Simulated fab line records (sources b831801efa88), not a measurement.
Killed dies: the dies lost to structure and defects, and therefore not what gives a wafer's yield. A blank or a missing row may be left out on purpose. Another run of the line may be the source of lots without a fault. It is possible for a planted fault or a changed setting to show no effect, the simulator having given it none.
Which tool was responsible? ; flow sfq-line ; 14 lots, 42 wafers sampled, at 1 step of a route of 325

== WHAT EACH GAUGE READ, for each wafer ==
The record holds no reading of a measuring or inspecting step that can be judged against a usual standard deviation.

== WHICH TOOL RAN EACH LOT (tool, then ch and the chambers of the sampled wafers, then the start) ==
lot;SFQ_TRILAYER_M3_LITHO_EXPOSE_076
L640;krf-scanner-02 ch 0, day 44 21:01
L641;krf-scanner-02 ch 0, day 45 00:01
L644;krf-scanner-01 ch 0, day 46 09:45
L647;krf-scanner-01 ch 0, day 47 09:45
L648;krf-scanner-01 ch 0, day 47 18:21
L649;krf-scanner-01 ch 0, day 48 03:09
L650;krf-scanner-01 ch 0, day 48 19:33
L652;krf-scanner-02 ch 0, day 49 17:24
L656;krf-scanner-02 ch 0, day 51 01:48
L657;krf-scanner-02 ch 0, day 51 04:12
L658;krf-scanner-02, day 51 07:00
L659;krf-scanner-02, day 51 09:00
L662;krf-scanner-01 ch 0, day 52 13:53
L663;krf-scanner-02 ch 0, day 53 10:26
- SFQ_TRILAYER_M3_LITHO_EXPOSE_076: exposes mask M3, target cd 500 nm.

== WHAT THE TOOLS THEMSELVES READ (means of the sampled wafers that have a number; where no wafer has one, the mark that the record gives instead) ==
SFQ_TRILAYER_M3_LITHO_EXPOSE_076.
lot;tool;exposure-dose-mJ-cm2;focus-offset-nm (nm)
L640;krf-scanner-02;14.386;-0.1
L641;krf-scanner-02;14.395;0.0
L644;krf-scanner-01;14.411;-0.4
L647;krf-scanner-01;14.413;0.1
L648;krf-scanner-01;14.401;0.3
L649;krf-scanner-01;14.392;0.4
L650;krf-scanner-01;14.408;0.5
L652;krf-scanner-02;14.397;-0.3
L656;krf-scanner-02;14.419;-0.3
L657;krf-scanner-02;14.404;0.0
L658;krf-scanner-02;-;-
L659;krf-scanner-02;-;-
L662;krf-scanner-01;14.398;-0.1
L663;krf-scanner-02;14.396;-0.0

== THE ANSWER, worked out from the rows above alone ==
Rule: the lots themselves supply what counts as usual. Put in order of their means at a reading, lots are off if they are a third of the lots or fewer, leave a main group of 4 or more, and stand apart from it by a gap of 3 or more times the standard deviation of the main group's means; of several such gaps the widest counts. The tables above print the reading to a certain number of digits; a main group whose means all agree to those digits is not used. A lot without any number at a reading at which 4 lots or more have one is off too. The other lots that the step has rows for count as sound. Order of review: gauges by route order, followed by the tools' own readings, for which a lot's mean as printed above is used. At the first step where some lot is off, the reading lying furthest off is the one used; lots without a number count as furthest.
Off at SFQ_TRILAYER_M3_LITHO_EXPOSE_076 (exposure-dose-mJ-cm2): L658, L659. Without a number there: L658, L659. The main group: mean 14.402, standard deviation 0.0092.
If a tool, at that step or one of the process steps before it, ran each lot that is off and ran no sound lot following the first of them, it fits. Not one of the candidates tried fits.

== WHAT THE SIMULATOR HAD INSERTED ==
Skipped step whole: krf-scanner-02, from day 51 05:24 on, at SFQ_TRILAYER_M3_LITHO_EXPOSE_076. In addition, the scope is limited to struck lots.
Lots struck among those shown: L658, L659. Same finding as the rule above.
